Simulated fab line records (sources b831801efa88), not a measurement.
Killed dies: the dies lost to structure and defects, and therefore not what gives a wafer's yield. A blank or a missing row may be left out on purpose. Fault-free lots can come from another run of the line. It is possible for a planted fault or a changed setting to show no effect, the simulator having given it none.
The tool behind it: which one? || flow sky130 || 11 lots, 33 wafers sampled, at 1 step of a route of 708

WHAT EACH GAUGE READ, for each wafer
SKY_VIA4_OVL_MEAS_11.
{"lot": "L897", "measured": "day 43 00:22", "on": "overlay-01", "VIA4_OVL (nm)": "0.5 0.0 0.4"}
{"lot": "L898", "measured": "day 43 01:05", "on": "overlay-01", "VIA4_OVL (nm)": "-1.8 -0.7 -1.5"}
{"lot": "L899", "measured": "day 43 18:47", "on": "overlay-02", "VIA4_OVL (nm)": "2.1 3.6 1.5"}
{"lot": "L901", "measured": "day 43 23:20", "on": "overlay-01", "VIA4_OVL (nm)": "-1.4 0.1 -0.6"}
{"lot": "L904", "measured": "day 45 00:10", "on": "overlay-01", "VIA4_OVL (nm)": "-1.9 -0.6 -2.9"}
{"lot": "L906", "measured": "day 45 02:16", "on": "overlay-01", "VIA4_OVL (nm)": "-0.4 -0.6 -0.9"}
{"lot": "L916", "measured": "day 48 04:10", "on": "overlay-02", "VIA4_OVL (nm)": "2.4 -0.3 1.3"}
{"lot": "L918", "measured": "day 48 07:04", "on": "overlay-01", "VIA4_OVL (nm)": "-1.5 1.1 1.5"}
{"lot": "L917", "measured": "day 48 08:49", "on": "overlay-01", "VIA4_OVL (nm)": "0.9 0.4 -0.9"}
{"lot": "L919", "measured": "day 48 13:02", "on": "overlay-02", "VIA4_OVL (nm)": "0.6 -2.6 -1.3"}
{"lot": "L920", "measured": "day 48 14:26", "on": "overlay-01", "VIA4_OVL (nm)": "1.8 0.7 -0.6"}

WHAT TOOL EACH LOT RAN ON (gives the tool, then ch and the chambers of the sampled wafers, and finally the start)
Record: no process step prior to these readings.

AS READ BY THE TOOLS THEMSELVES (means over the sampled wafers that have a number; for cases with no such wafer, the mark the record gives instead)
The record holds no such reading with a usual standard deviation.

THE ANSWER, worked out from the rows above alone
Rule: usual is defined by the lots themselves. Put in order of their means at a reading, lots are off if they are a third of the lots or fewer, leave a main group of 4 or more, and stand apart from it by a gap of 3 or more times the standard deviation of the main group's means; of several such gaps the widest counts. A main group whose means are all the same, to the digits that the tables above print for the reading, isn't used. Also off: a lot with no number at a reading for which 4 or more lots have one. Where the step has rows for the other lots, those lots are counted as sound. Order of review: gauges by route order, followed by the tools' own readings, for which a lot's mean as printed above is used. At the first step where some lot is off, the reading lying furthest off is the one used; lots without a number count as furthest.
None of the lots is off at any reading shown; this tells nothing.

WHAT HAD BEEN PUT IN BY THE SIMULATOR
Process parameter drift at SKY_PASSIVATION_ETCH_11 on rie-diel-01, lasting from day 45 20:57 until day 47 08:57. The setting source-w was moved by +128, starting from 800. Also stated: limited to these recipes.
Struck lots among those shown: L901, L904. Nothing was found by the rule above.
